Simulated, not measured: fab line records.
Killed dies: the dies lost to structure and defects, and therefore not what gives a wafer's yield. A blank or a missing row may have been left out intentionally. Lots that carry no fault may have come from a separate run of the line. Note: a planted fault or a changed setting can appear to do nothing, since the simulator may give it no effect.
Which of the tools did it? || flow gf180mcu || 21 wafers from 7 lots sampled at 2 of the route's 602 steps

== WHAT THE GAUGES SHOWED, per wafer ==
GF_VT_IMPLANT_RS_MEAS_46: uses a four-point probe to measure.
{"lot": "L699", "measured": "day 8 13:44", "on": "film metro-04", "MVSD_RS (ohm/sq)": "456.8 456.0 456.2"}
{"lot": "L702", "measured": "day 9 08:16", "on": "film metro-01", "MVSD_RS (ohm/sq)": "132.6 132.8 132.8"}
{"lot": "L708", "measured": "day 10 22:14", "on": "film metro-04", "MVSD_RS (ohm/sq)": "455.6 455.7 456.9"}
{"lot": "L711", "measured": "day 11 19:56", "on": "film metro-04", "MVSD_RS (ohm/sq)": "454.5 454.2 456.2"}
{"lot": "L714", "measured": "day 12 18:35", "on": "film metro-04", "MVSD_RS (ohm/sq)": "456.3 455.3 454.1"}
{"lot": "L716", "measured": "day 13 08:17", "on": "film metro-04", "MVSD_RS (ohm/sq)": "456.2 456.9 455.2"}
{"lot": "L718", "measured": "day 13 21:29", "on": "film metro-01", "MVSD_RS (ohm/sq)": "455.9 455.8 457.2"}

== WHICH TOOL RAN EACH LOT (tool, then ch and the chambers of the sampled wafers, then the start) ==
{"lot": "L699", "GF_VT_IMPLANT_RTA_45": "rtp anneal-02 ch 0, day 8 13:38"}
{"lot": "L702", "GF_VT_IMPLANT_RTA_45": "rtp anneal-02, day 9 08:10"}
{"lot": "L708", "GF_VT_IMPLANT_RTA_45": "rtp anneal-01 ch 0, day 10 22:08"}
{"lot": "L711", "GF_VT_IMPLANT_RTA_45": "rtp anneal-01 ch 0, day 11 19:50"}
{"lot": "L714", "GF_VT_IMPLANT_RTA_45": "rtp anneal-02 ch 0, day 12 18:29"}
{"lot": "L716", "GF_VT_IMPLANT_RTA_45": "rtp anneal-02 ch 0, day 13 08:11"}
{"lot": "L718", "GF_VT_IMPLANT_RTA_45": "rtp anneal-02 ch 0, day 13 21:23"}
- GF_VT_IMPLANT_RTA_45: time 30 s.

== THE ANSWER, worked out from the rows above alone ==
Rule: usual is defined by the lots themselves. The widest of any qualifying gaps counts: lots, ordered by their means at a reading, are off when they make up no more than a third of the lots, leave a main group of 4 or more, and stand apart from it by 3 or more times the standard deviation of that group's means. A main group is skipped when, at the precision printed for the reading in the tables above, its means are all equal. Also off: a lot with no number at a reading for which 4 or more lots have one. The other lots that the step has rows for count as sound.
Off: L702, seen at GF_VT_IMPLANT_RS_MEAS_46 (MVSD_RS). Mean 455.8 ohm/sq and standard deviation 0.53 in the main group.
If a tool, at a process step before that reading, ran all the lots that are off and no sound lot after the first of them, it fits. Those tools and the gauges at GF_VT_IMPLANT_RS_MEAS_46 are tried in the same way. None of those tried fits.

== WHAT HAD BEEN PUT IN BY THE SIMULATOR ==
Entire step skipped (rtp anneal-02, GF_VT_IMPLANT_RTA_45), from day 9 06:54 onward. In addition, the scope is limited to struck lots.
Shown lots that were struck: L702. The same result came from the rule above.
